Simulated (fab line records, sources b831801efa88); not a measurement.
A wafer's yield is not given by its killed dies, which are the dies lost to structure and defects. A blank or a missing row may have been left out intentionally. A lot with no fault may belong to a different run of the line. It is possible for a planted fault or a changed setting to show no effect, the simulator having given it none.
fab line records | flow gf180mcu
record lots=5 wafers=15 lastDay=33
route steps=602 shown V4@484 MIM@503
lots that met no fault: taken from a fault-free run of the same line
startH: hours from the record's first day to the start of the lot's first wafer shown | waitH: hours from the lot's prior step to this one | " as in the row above | L1.1+2: several wafers, shown together as one row | - either no value or no given start | * or withheld: withheld | < > ~ a bound
route shown NAME@n: names a module that has steps shown in the file, with the first one's number in the route | usual: the fault-free wafers' mean and standard deviation | same: alike in all rows | chamber/n: place in a boat | sites: readings site by site | _std_site: their standard deviation | _edge_site: the outer-site mean with the inner-site mean subtracted | radiusMm: for every site, how far away it sits from the centre of the wafer | mask NAME#n: copy n | behind: the most recent tool/chamber to have shaped the wafer | hold: why the lot was held/for how many hours/how that ended | device: which transistor (n, p or np) failed to switch | end of line: the route-end tests of the same wafers | for a step that has no rows: nothing shown but its recipe | killed: dies that structure and defects cost at the first sort, which is not the same as the wafer's yield | map: per-die view of a wafer (x killed, . not killed, _ where there is no die)
set.NAME: the setting the step ran with; set.NAME@STEP: the setting that earlier step ran with | model.NAME: the simulator's own value behind a step, which no gauge read
a table for each step, a row for each wafer; lots at some steps of the route
services: from which hour (startH, from the record's first day; less than 0 if before it) a tool's chamber was out of use, for how many hours, and why
## steps
# step GF_V4_COAT_08
# recipe resist=BARC tempC=withheld timeS=withheld spinRpm=withheld resistThkNm=withheld
# columns lot.wafer tool chamber startH waitH
L083.2+5+6 lithoTrack-04 0 623.60 0.1
L085.1+5+6 lithoTrack-01 0 640.70 0.1
L088.2+4+5 lithoTrack-01 0 661.13 0.1
L090.1+2+3 lithoTrack-04 0 679.62 0.1
L093.2+3+4 lithoTrack-02 0 699.92 0.1
# step GF_V4_COAT_09
# recipe resist=KrF spinRpm=withheld resistThkNm=1000
# columns lot.wafer tool chamber startH waitH
L083.2+5+6 lithoTrack-04 0 - -
L085.1+5+6 lithoTrack-01 0 - -
L088.2+4+5 lithoTrack-01 0 - -
L090.1+2+3 lithoTrack-04 0 - -
L093.2+3+4 lithoTrack-02 0 - -
# step GF_V4_SOFTBAKE_10
# recipe tempC=130 timeS=60 resist=KrF
# columns lot.wafer tool chamber startH waitH
L083.2+5+6 lithoTrack-04 0 - -
L085.1+5+6 lithoTrack-01 0 - -
L088.2+4+5 lithoTrack-01 0 - -
L090.1+2+3 lithoTrack-04 0 - -
L093.2+3+4 lithoTrack-02 0 - -
# step GF_V4_EXPOSE_11
# recipe maskId=Via4 targetCdNm=260 na=0.68 sourceShape=conventional sigmaOuter=0.6 doseMj=38
# columns lot.wafer tool chamber startH waitH mask
L083.2+5+6 krfScanner-01 0 - - Via4#0
L085.1+5+6 krfScanner-02 0 - - Via4#0
L088.2+4+5 krfScanner-02 0 - - Via4#0
L090.1+2+3 krfScanner-02 0 - - Via4#0
L093.2+3+4 krfScanner-02 0 - - Via4#0
# step GF_V4_PEB_12
# recipe pebTempC=135 pebTimeS=90 resist=KrF
# columns lot.wafer tool chamber startH waitH
L083.2+5+6 lithoTrack-04 0 - -
L085.1+5+6 lithoTrack-04 0 - -
L088.2+4+5 lithoTrack-02 0 - -
L090.1+2+3 lithoTrack-04 0 - -
L093.2+3+4 lithoTrack-02 0 - -
# step GF_V4_DEVELOP_13
# recipe developTimeS=60 resist=KrF devTempC=21
# columns lot.wafer tool chamber startH waitH
L083.2+5+6 lithoTrack-04 0 633.20 0.2
L085.1+5+6 lithoTrack-04 0 650.67 0.2
L088.2+4+5 lithoTrack-02 0 671.22 0.2
L090.1+2+3 lithoTrack-04 0 689.42 0.2
L093.2+3+4 lithoTrack-02 0 709.27 0.2
# step GF_V4_CD_MEAS_14
# recipe targetCdNm=260
# usual cdNm=260.2/1.3
# columns lot.wafer tool chamber startH waitH cdNm
L083.2 cdSem-01 - 633.34 0.1 261.6
L083.5 " - " " 261.4
L083.6 " - " " 260.5
L085.1 cdSem-01 - 650.82 0.1 263.2
L085.5 " - " " 262.3
L085.6 " - " " 262.7
L088.2 cdSem-02 - 671.36 0.1 259.1
L088.4 " - " " 258.7
L088.5 " - " " 259.0
L090.1 cdSem-01 - 689.57 0.1 260.5
L090.2 " - " " 261.6
L090.3 " - " " 260.8
L093.2 cdSem-02 - 709.41 0.1 258.9
L093.3 " - " " 258.9
L093.4 " - " " 258.4
# step GF_V4_OVL_MEAS_15
# usual V4_OVL=2/6
# columns lot.wafer tool chamber startH waitH V4_OVL[nm]
L083.2 overlay-02 - 633.45 0.1 10
L083.5 " - " " 3
L083.6 " - " " 11
L085.1 overlay-02 - 650.94 0.1 6
L085.5 " - " " 10
L085.6 " - " " 7
L088.2 overlay-02 - 671.47 0.1 0
L088.4 " - " " 0
L088.5 " - " " 2
L090.1 overlay-02 - 689.69 0.1 9
L090.2 " - " " -1
L090.3 " - " " -1
L093.2 overlay-02 - 709.52 0.1 -7
L093.3 " - " " -8
L093.4 " - " " -7
# step GF_V4_ETCH_16
# recipe chemistry=N2/H2 targetDepthA=withheld overetchA=withheld timeS=withheld target=BARC ionEnergyEv=200 sourceW=500 biasW=100 pressureMtorr=30 n2FlowSccm=100 h2FlowSccm=200
# usual drypumpMotorCurrentA=5.34/0.25 oesProductAu=0.855/0.0047 throttleValvePct=13.225/0.0093
# columns lot.wafer tool chamber startH waitH drypumpMotorCurrentA oesProductAu throttleValvePct
L083.2 rieDiel-03 0 633.48 0.0 5.51 0.851 13.223
L083.5 " 3 " " 5.19 0.856 13.226
L083.6 " 0 " " 5.47 0.862 13.228
L085.1 rieDiel-03 3 650.98 0.0 5.19 0.860 13.222
L085.5 " 3 " " 5.19 0.857 13.218
L085.6 " 2 " " 4.91 0.849 13.230
L088.2 rieDiel-01 2 671.50 0.0 5.03 0.850 13.232
L088.4 " 0 " " 5.67 0.863 13.227
L088.5 " 1 " " 5.45 0.855 13.223
L090.1 rieDiel-03 1 689.73 0.0 5.37 0.855 13.227
L090.2 " 2 " " 4.91 0.859 13.216
L090.3 " 3 " " 5.20 0.849 13.207
L093.2 rieDiel-03 2 709.55 0.0 4.90 0.853 13.221
L093.3 " 1 " " 5.40 0.844 13.220
L093.4 " 3 " " 5.20 0.856 13.232
# step GF_V4_ETCH_17
# recipe chemistry=C4F8/O2/Ar maskMaterial=KrF target=SiO2 stopOn=TiN sourceW=1500 biasW=1200 pressureMtorr=40 c4f8FlowSccm=withheld O2_flow_sccm=6 Ar_flow_sccm=300 timeS=withheld targetDepthA=6300
# usual oesProductAu=0.857/0.0049
# columns lot.wafer tool chamber startH waitH oesProductAu
L083.2 rieDiel-03 0 - - 0.848
L083.5 " 3 " " 0.860
L083.6 " 0 " " 0.860
L085.1 rieDiel-03 3 - - 0.864
L085.5 " 3 " " 0.847
L085.6 " 2 " " 0.863
L088.2 rieDiel-01 2 - - 0.863
L088.4 " 0 " " 0.853
L088.5 " 1 " " 0.856
L090.1 rieDiel-03 1 - - 0.856
L090.2 " 2 " " 0.859
L090.3 " 3 " " 0.857
L093.2 rieDiel-03 2 - - 0.853
L093.3 " 1 " " 0.866
L093.4 " 3 " " 0.862
# step GF_V4_STRIP_18
# recipe chemistry=O2/N2 powerW=1400 pressureMtorr=1500 platenTempC=250 o2FlowSccm=3000 n2FlowSccm=300 overashFraction=0.5
# usual drypumpMotorCurrentA=6.1/0.63 heaterPowerW=332/26 oesProductAu=0.592/0.0045
# columns lot.wafer tool chamber startH waitH drypumpMotorCurrentA heaterPowerW oesProductAu rfHoursCounterH
L083.2 plasmaAsher-03 0 633.61 - 6.6 354 0.587 96
L083.5 " 1 " " 6.0 308 0.595 -
L083.6 " 0 " " 6.6 356 0.586 -
L085.1 plasmaAsher-01 1 651.11 - 5.8 311 0.595 87
L085.5 " 0 " " 5.6 300 0.591 -
L085.6 " 1 " " 5.8 323 0.594 -
L088.2 plasmaAsher-03 0 671.63 - 6.7 357 0.595 100
L088.4 " 1 " " 6.0 306 0.598 -
L088.5 " 1 " " 6.0 301 0.603 -
L090.1 plasmaAsher-03 1 689.86 - 6.0 308 0.586 102
L090.2 " 0 " " 6.7 351 0.590 102
L090.3 " 0 " " 6.7 351 0.592 -
L093.2 plasmaAsher-04 1 709.68 - 4.8 367 0.587 64
L093.3 " 0 " " 6.7 327 0.589 -
L093.4 " 1 " " 4.7 362 0.588 -
# step GF_V4_STRIP_19
# recipe chemistry=postEtchResidueRemover timeS=1200 tempC=72.5
# columns lot.wafer tool chamber startH waitH
L083.2+5+6 wetBench-02 0 633.71 0.1
L085.1+5+6 wetBench-02 2 651.33 0.2
L088.2+4+5 wetBench-02 2 671.73 0.1
L090.1+2+3 wetBench-02 3 689.96 0.1
L093.2+3+4 wetBench-03 1 709.78 0.1
# step GF_V4_CLEAN_20
# recipe chemistry=DIW dry=n2Spin
# columns lot.wafer tool chamber startH waitH
L083.2+5+6 wetBench-03 1 634.05 0.0
L085.1+5+6 wetBench-01 3 651.67 0.0
L088.2+4+5 wetBench-01 2 672.07 0.0
L090.1+2+3 wetBench-01 1 690.30 0.0
L093.2+3+4 wetBench-02 3 710.12 0.0
# step GF_V4_SPUTTER_21
# recipe material=Ti targetThkNm=15 chamberPressurePa=5 powerW=2500 substrateTempC=200 timeS=80.02
# usual chamberPressurePa=5.000/0.0094 throttleValvePct=29.9/0.86
# columns lot.wafer tool chamber startH waitH chamberPressurePa throttleValvePct
L083.2 pvdSputter-04 - 634.15 0.0 4.996 30.9
L083.5 " - " " 4.999 30.7
L083.6 " - " " 5.005 30.3
L085.1 pvdSputter-03 - 651.76 0.0 5.010 28.8
L085.5 " - " " 4.994 28.4
L085.6 " - " " 5.005 29.7
L088.2 pvdSputter-03 - 672.18 0.0 5.001 29.3
L088.4 " - " " 4.993 28.7
L088.5 " - " " 5.002 30.2
L090.1 pvdSputter-04 - 690.39 0.0 5.016 31.7
L090.2 " - " " 4.983 30.6
L090.3 " - " " 4.994 30.3
L093.2 pvdSputter-03 - 710.22 0.0 5.004 30.0
L093.3 " - " " 4.992 29.3
L093.4 " - " " 4.992 28.8
# step GF_V4_SPUTTER_22
# recipe material=TiN targetThkNm=10 chamberPressurePa=5 powerW=4000 timeS=40
# usual chamberPressurePa=4.999/0.011 throttleValvePct=29.9/0.86
# columns lot.wafer tool chamber startH waitH chamberPressurePa throttleValvePct
L083.2 pvdSputter-04 - 634.21 0.0 4.971 30.7
L083.5 " - " " 4.988 30.5
L083.6 " - " " 4.989 29.9
L085.1 pvdSputter-03 - 651.82 0.0 4.996 28.8
L085.5 " - " " 4.995 28.6
L085.6 " - " " 4.995 29.6
L088.2 pvdSputter-03 - 672.24 0.0 4.985 29.3
L088.4 " - " " 4.971 28.8
L088.5 " - " " 5.014 30.3
L090.1 pvdSputter-04 - 690.45 0.0 5.027 31.6
L090.2 " - " " 5.011 30.1
L090.3 " - " " 5.013 29.9
L093.2 pvdSputter-03 - 710.28 0.0 5.009 30.2
L093.3 " - " " 4.995 29.4
L093.4 " - " " 5.002 28.8
# step GF_V4_CVD_23
# recipe material=W targetThkNm=350 timeS=104.9 tempC=400 pressureTorr=40
# usual heaterPowerW=825/83
# columns lot.wafer tool chamber startH waitH heaterPowerW
L083.2 cvdW-01 0 634.25 0.0 723
L083.5 " 1 " " 845
L083.6 " 0 " " 727
L085.1 cvdW-02 0 651.86 0.0 946
L085.5 " 0 " " 941
L085.6 " 1 " " 853
L088.2 cvdW-01 0 672.28 0.0 729
L088.4 " 1 " " 817
L088.5 " 0 " " 711
L090.1 cvdW-01 0 690.49 0.0 724
L090.2 " 1 " " 822
L090.3 " 0 " " 715
L093.2 cvdW-02 0 710.32 0.0 978
L093.3 " 0 " " 967
L093.4 " 1 " " 875
# step GF_V4_RS_MEAS_24
# recipe thkMeasGauge=four-point-probe reads=W_of_V4_CVD_23+TiN_of_V4_SPUTTER_22+Ti_of_V4_SPUTTER_21
# usual V4_W_RS=0.327/0.0033
# columns lot.wafer tool chamber startH waitH V4_W_RS[ohm/sq]
L083.2 filmMetro-03 - 634.38 0.1 0.323
L083.5 " - " " 0.324
L083.6 " - " " 0.329
L085.1 filmMetro-03 - 651.98 0.1 0.325
L085.5 " - " " 0.330
L085.6 " - " " 0.328
L088.2 filmMetro-01 - 672.41 0.1 0.330
L088.4 " - " " 0.328
L088.5 " - " " 0.332
L090.1 filmMetro-01 - 690.60 0.1 0.339
L090.2 " - " " 0.329
L090.3 " - " " 0.336
L093.2 filmMetro-04 - 710.45 0.1 0.324
L093.3 " - " " 0.326
L093.4 " - " " 0.323
# step GF_V4_THK_MEAS_25
# recipe thkMeasGauge=xrf reads=W_of_V4_CVD_23
# usual V4_W_THK=348/6.2
# columns lot.wafer tool chamber startH waitH V4_W_THK[nm]
L083.2 filmMetro-03 - 634.49 0.1 346
L083.5 " - " " 349
L083.6 " - " " 340
L085.1 filmMetro-03 - 652.10 0.1 347
L085.5 " - " " 341
L085.6 " - " " 347
L088.2 filmMetro-01 - 672.52 0.1 351
L088.4 " - " " 355
L088.5 " - " " 347
L090.1 filmMetro-01 - 690.72 0.1 343
L090.2 " - " " 353
L090.3 " - " " 346
L093.2 filmMetro-04 - 710.56 0.1 346
L093.3 " - " " 342
L093.4 " - " " 346
# step GF_V4_CMP_26
# recipe stopOn=SiO2 downForcePsi=3.5 platenRpm=60 tOverpolishS=15 targetThkNm=0 padVelocityMS=0.94248
# usual motorCurrentA=10.7/0.87 overpolishRunS=15.000/0.0099 timeToEndpointS=85/4.2
# columns lot.wafer tool chamber startH waitH motorCurrentA overpolishRunS timeToEndpointS
L083.2 cmp-02 3 634.64 0.1 10.4 15.008 83
L083.6 " 1 " " 10.8 15.014 79
L083.5 " 2 " " 10.5 15.011 82
L085.1 cmp-02 1 652.26 0.1 10.1 15.004 87
L085.6 " 3 " " 10.9 14.986 84
L085.5 " 0 " " 10.2 14.990 81
L088.4 cmp-01 3 672.57 0.0 12.9 15.000 87
L088.2 " 2 " " 9.9 14.996 92
L088.5 " 0 " " 10.0 14.998 93
L090.2 cmp-01 1 690.78 0.0 11.1 14.985 86
L090.1 " 2 " " 9.9 15.000 91
L090.3 " 0 " " 10.2 14.994 92
L093.4 cmp-01 2 710.66 0.1 9.4 15.004 93
L093.3 " 3 " " 12.5 15.001 88
L093.2 " 0 " " 10.5 14.989 96
# step GF_MIM_SPUTTER_00
# recipe material=Ti targetThkNm=37.5 arrivingIonEnergyEv=80 substrateTempC=200 chamberPressurePa=2 powerW=4000 timeS=150
# usual chamberPressurePa=2.000/0.0045 throttleValvePct=29.8/1.2
# columns lot.wafer tool chamber startH waitH chamberPressurePa throttleValvePct
L083.2 pvdSputter-02 - 634.84 0.1 2.002 29.5
L083.5 " - " " 1.999 32.0
L083.6 " - " " 2.002 28.0
L085.1 pvdSputter-02 - 652.46 0.1 1.997 29.5
L085.5 " - " " 1.996 31.6
L085.6 " - " " 1.995 29.0
L088.2 pvdSputter-01 - 672.87 0.1 1.995 30.3
L088.4 " - " " 1.995 28.5
L088.5 " - " " 1.999 28.8
L090.1 pvdSputter-02 - 691.08 0.2 2.000 29.2
L090.2 " - " " 2.004 31.8
L090.3 " - " " 2.000 28.0
L093.2 pvdSputter-01 - 710.91 0.1 2.003 30.2
L093.3 " - " " 2.001 31.3
L093.4 " - " " 1.998 28.5
# step GF_MIM_SPUTTER_01
# recipe material=TiN targetThkNm=30 powerW=6500 timeS=23.92 chamberPressurePa=0.4
# usual chamberPressurePa=0.3999/0.00077 throttleValvePct=29.8/1.2
# columns lot.wafer tool chamber startH waitH chamberPressurePa throttleValvePct
L083.2 pvdSputter-02 - 634.94 0.1 0.3986 29.2
L083.5 " - " " 0.3998 31.9
L083.6 " - " " 0.3993 28.2
L085.1 pvdSputter-02 - 652.56 0.1 0.3982 29.4
L085.5 " - " " 0.4005 31.5
L085.6 " - " " 0.4000 29.6
L088.2 pvdSputter-01 - 672.97 0.1 0.3982 30.2
L088.4 " - " " 0.4013 28.7
L088.5 " - " " 0.4012 28.6
L090.1 pvdSputter-02 - 691.18 0.1 0.3994 29.4
L090.2 " - " " 0.4009 32.1
L090.3 " - " " 0.3999 27.9
L093.2 pvdSputter-01 - 711.01 0.1 0.4001 30.2
L093.3 " - " " 0.3989 31.1
L093.4 " - " " 0.4000 28.6
# step GF_MIM_SPUTTER_02
# recipe material=AlCu targetThkNm=450 powerW=10600 timeS=23.9 chamberPressurePa=0.4
# usual chamberPressurePa=0.4000/0.00079 throttleValvePct=29.8/1.2
# columns lot.wafer tool chamber startH waitH chamberPressurePa throttleValvePct
L083.2 pvdSputter-02 - 634.97 0.0 0.3993 29.4
L083.5 " - " " 0.4001 31.8
L083.6 " - " " 0.4001 28.2
L085.1 pvdSputter-02 - 652.59 0.0 0.3988 29.4
L085.5 " - " " 0.3991 31.5
L085.6 " - " " 0.4007 29.3
L088.2 pvdSputter-01 - 673.00 0.0 0.4010 30.5
L088.4 " - " " 0.4004 28.5
L088.5 " - " " 0.3999 29.2
L090.1 pvdSputter-02 - 691.21 0.0 0.3996 29.3
L090.2 " - " " 0.4001 32.0
L090.3 " - " " 0.4000 28.1
L093.2 pvdSputter-01 - 711.04 0.0 0.4002 30.4
L093.3 " - " " 0.3989 31.3
L093.4 " - " " 0.4000 28.6
# step GF_MIM_SPUTTER_03
# recipe material=Ti targetThkNm=10 substrateTempC=300 chamberPressurePa=0.3 powerW=3000 timeS=6.7
# usual chamberPressurePa=0.3000/0.0006 throttleValvePct=29.8/1.2
# columns lot.wafer tool chamber startH waitH chamberPressurePa throttleValvePct
L083.2 pvdSputter-02 - 635.00 0.0 0.2995 29.0
L083.5 " - " " 0.3001 32.0
L083.6 " - " " 0.3000 27.9
L085.1 pvdSputter-02 - 652.62 0.0 0.2999 29.3
L085.5 " - " " 0.2990 31.5
L085.6 " - " " 0.3009 29.2
L088.2 pvdSputter-01 - 673.03 0.0 0.3007 30.1
L088.4 " - " " 0.3000 28.6
L088.5 " - " " 0.3008 28.9
L090.1 pvdSputter-02 - 691.24 0.0 0.3007 29.0
L090.2 " - " " 0.3001 31.6
L090.3 " - " " 0.2997 27.7
L093.2 pvdSputter-01 - 711.07 0.0 0.3000 30.0
L093.3 " - " " 0.3003 31.3
L093.4 " - " " 0.3004 28.5
# step GF_MIM_SPUTTER_04
# recipe material=TiN targetThkNm=50 powerW=6500 timeS=41.7 chamberPressurePa=0.4
# usual chamberPressurePa=0.4001/0.00077 throttleValvePct=29.8/1.2
# columns lot.wafer tool chamber startH waitH chamberPressurePa throttleValvePct
L083.2 pvdSputter-02 - 635.02 0.0 0.4005 29.6
L083.5 " - " " 0.3995 32.1
L083.6 " - " " 0.3996 27.9
L085.1 pvdSputter-02 - 652.64 0.0 0.3998 29.4
L085.5 " - " " 0.4003 31.4
L085.6 " - " " 0.4002 29.4
L088.2 pvdSputter-01 - 673.05 0.0 0.4011 30.0
L088.4 " - " " 0.3997 28.5
L088.5 " - " " 0.4005 28.5
L090.1 pvdSputter-02 - 691.26 0.0 0.4017 29.5
L090.2 " - " " 0.4011 32.1
L090.3 " - " " 0.3995 28.0
L093.2 pvdSputter-01 - 711.09 0.0 0.4003 29.9
L093.3 " - " " 0.3990 31.2
L093.4 " - " " 0.3987 28.9
# step GF_MIM_CVD_05
# recipe material=Si3N4 targetThkNm=42 tempMaxC=400 tempC=385 timeS=29.086 rfW=450
# usual heaterPowerW=629/70
# columns lot.wafer tool chamber startH waitH heaterPowerW
L083.2 pecvd-03 2 635.06 0.0 562
L083.5 " 2 " " 552
L083.6 " 1 " " 736
L085.1 pecvd-03 0 652.68 0.0 661
L085.5 " 2 " " 575
L085.6 " 1 " " 678
L088.2 pecvd-04 2 673.09 0.0 578
L088.4 " 2 " " 582
L088.5 " 1 " " 568
L090.1 pecvd-04 2 691.30 0.0 582
L090.2 " 1 " " 575
L090.3 " 0 " " 704
L093.2 pecvd-01 0 711.13 0.0 539
L093.3 " 2 " " 693
L093.4 " 0 " " 572
# step GF_MIM_THK_MEAS_06
# recipe reads=Si3N4_of_MIM_CVD_05
# usual MIM_CVD_05_THK=42.0/0.52
# columns lot.wafer tool chamber startH waitH MIM_CVD_05_THK[nm]
L083.2 filmMetro-02 - 635.10 0.0 42.4
L083.5 " - " " 42.9
L083.6 " - " " 41.6
L085.1 filmMetro-03 - 652.71 0.0 41.7
L085.5 " - " " 41.9
L085.6 " - " " 41.7
L088.2 filmMetro-04 - 673.13 0.0 42.1
L088.4 " - " " 42.6
L088.5 " - " " 42.6
L090.1 filmMetro-04 - 691.34 0.0 41.5
L090.2 " - " " 41.9
L090.3 " - " " 41.7
L093.2 filmMetro-03 - 711.17 0.0 41.5
L093.3 " - " " 40.6
L093.4 " - " " 42.3
# step GF_MIM_SPUTTER_07
# recipe material=TiN targetThkNm=60 powerW=6500 timeS=50 chamberPressurePa=0.4
# usual chamberPressurePa=0.4001/0.00084 throttleValvePct=29.8/1.3
# columns lot.wafer tool chamber startH waitH chamberPressurePa throttleValvePct
L083.2 pvdSputter-01 - 635.15 0.0 0.4024 31.2
L083.5 " - " " 0.4021 31.5
L083.6 " - " " 0.4003 28.9
L085.1 pvdSputter-03 - 652.77 0.1 0.4000 29.6
L085.5 " - " " 0.3998 29.6
L085.6 " - " " 0.4000 29.2
L088.2 pvdSputter-03 - 673.18 0.0 0.4009 29.3
L088.4 " - " " 0.3997 30.3
L088.5 " - " " 0.4014 28.9
L090.1 pvdSputter-01 - 691.40 0.1 0.3995 31.4
L090.2 " - " " 0.4003 29.0
L090.3 " - " " 0.4002 28.9
L093.2 pvdSputter-02 - 711.22 0.0 0.3994 31.6
L093.3 " - " " 0.4004 32.0
L093.4 " - " " 0.3992 29.5
# step GF_MIM_SPUTTER_08
# recipe material=AlCu targetThkNm=200 powerW=10600 timeS=10.6 chamberPressurePa=0.4
# usual chamberPressurePa=0.4000/0.00095 throttleValvePct=29.8/1.3
# columns lot.wafer tool chamber startH waitH chamberPressurePa throttleValvePct
L083.2 pvdSputter-01 - 635.20 0.0 0.3999 31.2
L083.5 " - " " 0.4004 31.2
L083.6 " - " " 0.4009 28.8
L085.1 pvdSputter-03 - 652.81 0.0 0.3996 29.7
L085.5 " - " " 0.3997 29.7
L085.6 " - " " 0.3996 29.3
L088.2 pvdSputter-03 - 673.23 0.0 0.4015 29.4
L088.4 " - " " 0.3996 30.1
L088.5 " - " " 0.3989 28.6
L090.1 pvdSputter-01 - 691.44 0.0 0.3992 31.2
L090.2 " - " " 0.3994 28.1
L090.3 " - " " 0.4000 28.8
L093.2 pvdSputter-02 - 711.27 0.0 0.3994 31.7
L093.3 " - " " 0.3993 32.0
L093.4 " - " " 0.3991 29.3
# step GF_MIM_SPUTTER_09
# recipe material=TiN targetThkNm=35 powerW=6500 timeS=29.2 chamberPressurePa=0.4
# usual chamberPressurePa=0.4000/0.00079 throttleValvePct=29.8/1.3
# columns lot.wafer tool chamber startH waitH chamberPressurePa throttleValvePct
L083.2 pvdSputter-01 - 635.22 0.0 0.4003 30.8
L083.5 " - " " 0.3998 31.4
L083.6 " - " " 0.4012 28.9
L085.1 pvdSputter-03 - 652.84 0.0 0.4008 29.4
L085.5 " - " " 0.3999 29.7
L085.6 " - " " 0.4001 29.2
L088.2 pvdSputter-03 - 673.25 0.0 0.4006 29.6
L088.4 " - " " 0.3987 30.4
L088.5 " - " " 0.4017 28.8
L090.1 pvdSputter-01 - 691.46 0.0 0.4003 31.3
L090.2 " - " " 0.4009 28.5
L090.3 " - " " 0.3986 28.8
L093.2 pvdSputter-02 - 711.29 0.0 0.4002 31.5
L093.3 " - " " 0.3999 32.1
L093.4 " - " " 0.3988 29.1
# step GF_MIM_RS_MEAS_10
# recipe thkMeasGauge=four-point-probe reads=TiN_of_MIM_SPUTTER_09+AlCu_of_MIM_SPUTTER_08+TiN_of_MIM_SPUTTER_07
# usual MIM_ALCU_RS=0.1603/0.0016
# columns lot.wafer tool chamber startH waitH MIM_ALCU_RS[ohm/sq]
L083.2 filmMetro-03 - 635.27 0.0 0.1605
L083.5 " - " " 0.1598
L083.6 " - " " 0.1623
L085.1 filmMetro-03 - 652.87 0.0 0.1617
L085.5 " - " " 0.1613
L085.6 " - " " 0.1596
L088.2 filmMetro-03 - 673.30 0.0 0.1600
L088.4 " - " " 0.1594
L088.5 " - " " 0.1594
L090.1 filmMetro-03 - 691.50 0.0 0.1594
L090.2 " - " " 0.1616
L090.3 " - " " 0.1627
L093.2 filmMetro-02 - 711.34 0.0 0.1619
L093.3 " - " " 0.1563
L093.4 " - " " 0.1602
# step GF_MIM_THK_MEAS_11
# recipe thkMeasGauge=xrf reads=AlCu_of_MIM_SPUTTER_08
# usual MIM_ALCU_THK=202.3/2
# columns lot.wafer tool chamber startH waitH MIM_ALCU_THK[nm]
L083.2 filmMetro-03 - 635.38 0.1 200.7
L083.5 " - " " 201.0
L083.6 " - " " 198.9
L085.1 filmMetro-03 - 652.99 0.1 201.3
L085.5 " - " " 201.5
L085.6 " - " " 204.2
L088.2 filmMetro-03 - 673.41 0.1 202.2
L088.4 " - " " 204.0
L088.5 " - " " 203.4
L090.1 filmMetro-03 - 691.62 0.1 202.4
L090.2 " - " " 199.6
L090.3 " - " " 198.9
L093.2 filmMetro-02 - 711.45 0.1 201.1
L093.3 " - " " 208.5
L093.4 " - " " 202.5
# step GF_MIM_DEHYDRATE_12
# recipe tempC=200 timeS=60
# columns lot.wafer tool chamber startH waitH
L083.2+5+6 lithoTrack-01 0 645.03 9.6
L085.1+5+6 lithoTrack-04 0 662.42 9.4
L088.2+4+5 lithoTrack-04 0 682.10 8.7
L090.1+2+3 lithoTrack-03 0 699.85 8.2
L093.2+3+4 lithoTrack-04 0 719.65 8.2
# step GF_MIM_HMDS_13
# recipe primeTimeS=60 primeTempC=120
# usual primeTempC=119.99/0.14
# columns lot.wafer tool chamber startH waitH primeTempC
L083.2 lithoTrack-01 0 645.18 0.1 120.02
L083.5 " 0 " " 119.88
L083.6 " 0 " " 120.02
L085.1 lithoTrack-04 0 662.57 0.1 119.99
L085.5 " 0 " " 119.93
L085.6 " 0 " " 119.91
L088.2 lithoTrack-04 0 682.25 0.1 119.93
L088.4 " 0 " " 119.70
L088.5 " 0 " " 119.87
L090.1 lithoTrack-03 0 700.00 0.1 120.27
L090.2 " 0 " " 120.15
L090.3 " 0 " " 120.25
L093.2 lithoTrack-04 0 719.80 0.1 119.93
L093.3 " 0 " " 119.88
L093.4 " 0 " " 120.00
# step GF_MIM_COAT_14
# recipe resist=NOVOLAK spinRpm=3000 resistThkNm=1016
# columns lot.wafer tool chamber startH waitH
L083.2+5+6 lithoTrack-01 0 645.33 0.1
L085.1+5+6 lithoTrack-04 0 662.72 0.1
L088.2+4+5 lithoTrack-04 0 682.40 0.1
L090.1+2+3 lithoTrack-03 0 700.15 0.1
L093.2+3+4 lithoTrack-04 0 719.95 0.1
# step GF_MIM_SOFTBAKE_15
# recipe tempC=90 timeS=60 resist=NOVOLAK
# columns lot.wafer tool chamber startH waitH
L083.2+5+6 lithoTrack-01 0 645.48 0.1
L085.1+5+6 lithoTrack-04 0 662.87 0.1
L088.2+4+5 lithoTrack-04 0 682.55 0.1
L090.1+2+3 lithoTrack-03 0 700.30 0.1
L093.2+3+4 lithoTrack-04 0 720.10 0.1
# step GF_MIM_EXPOSE_16
# recipe maskId=FuseTop targetCdNm=2000 na=0.6 sourceShape=conventional sigmaOuter=0.6 doseMj=140
# columns lot.wafer tool chamber startH waitH mask
L083.2+5+6 ilineStepper-02 0 - - FuseTop#0
L085.1+5+6 ilineStepper-01 0 - - FuseTop#0
L088.2+4+5 ilineStepper-02 0 - - FuseTop#0
L090.1+2+3 ilineStepper-01 0 - - FuseTop#0
L093.2+3+4 ilineStepper-01 0 - - FuseTop#0
# step GF_MIM_PEB_17
# recipe tempC=withheld timeS=* resist=NOVOLAK
# columns lot.wafer tool chamber startH waitH
L083.2+5+6 lithoTrack-03 0 - -
L085.1+5+6 lithoTrack-03 0 - -
L088.2+4+5 lithoTrack-03 0 - -
L090.1+2+3 lithoTrack-04 0 - -
L093.2+3+4 lithoTrack-01 0 - -
# step GF_MIM_DEVELOP_18
# recipe developTimeS=60 devTempC=23
# columns lot.wafer tool chamber startH waitH
L083.2+5+6 lithoTrack-03 0 654.77 0.1
L085.1+5+6 lithoTrack-03 0 672.70 0.1
L088.2+4+5 lithoTrack-03 0 691.77 0.1
L090.1+2+3 lithoTrack-04 0 709.62 0.1
L093.2+3+4 lithoTrack-01 0 728.98 0.1
## services
# columns tool chamber startH hours kind
cmp-02 - 601.19 13.8 pm
plasmaAsher-03 - 619.02 2.8 pm
cmp-01 - 621.61 4.6 pm
pvdSputter-01 - 626.53 2.6 repair
ilineStepper-01 - 627.47 2.1 pm
pecvd-03 - 627.72 2.8 pm
cmp-01 - 629.84 2.0 repair
krfScanner-02 - 631.33 1.3 pm
rieDiel-03 - 635.06 0.5 repair
wetBench-03 - 639.84 10.9 repair
krfScanner-02 - 642.60 1.0 pm
pvdSputter-01 - 647.07 8.6 repair
pvdSputter-04 - 668.39 1.3 repair
rieDiel-03 2 671.09 9.9 repair
krfScanner-02 - 687.26 0.7 repair
cmp-01 - 689.34 0.2 repair
wetBench-01 - 711.03 0.9 repair
rieDiel-03 3 716.54 4.2 repair
krfScanner-02 - 717.51 0.8 pm
pvdSputter-02 - 721.80 1.8 repair
cmp-01 - 722.05 5.1 repair
cvdW-01 0 723.34 15.4 repair
rieDiel-03 0 726.04 2.5 repair
krfScanner-02 - 728.89 4.4 pm
## key
fault none
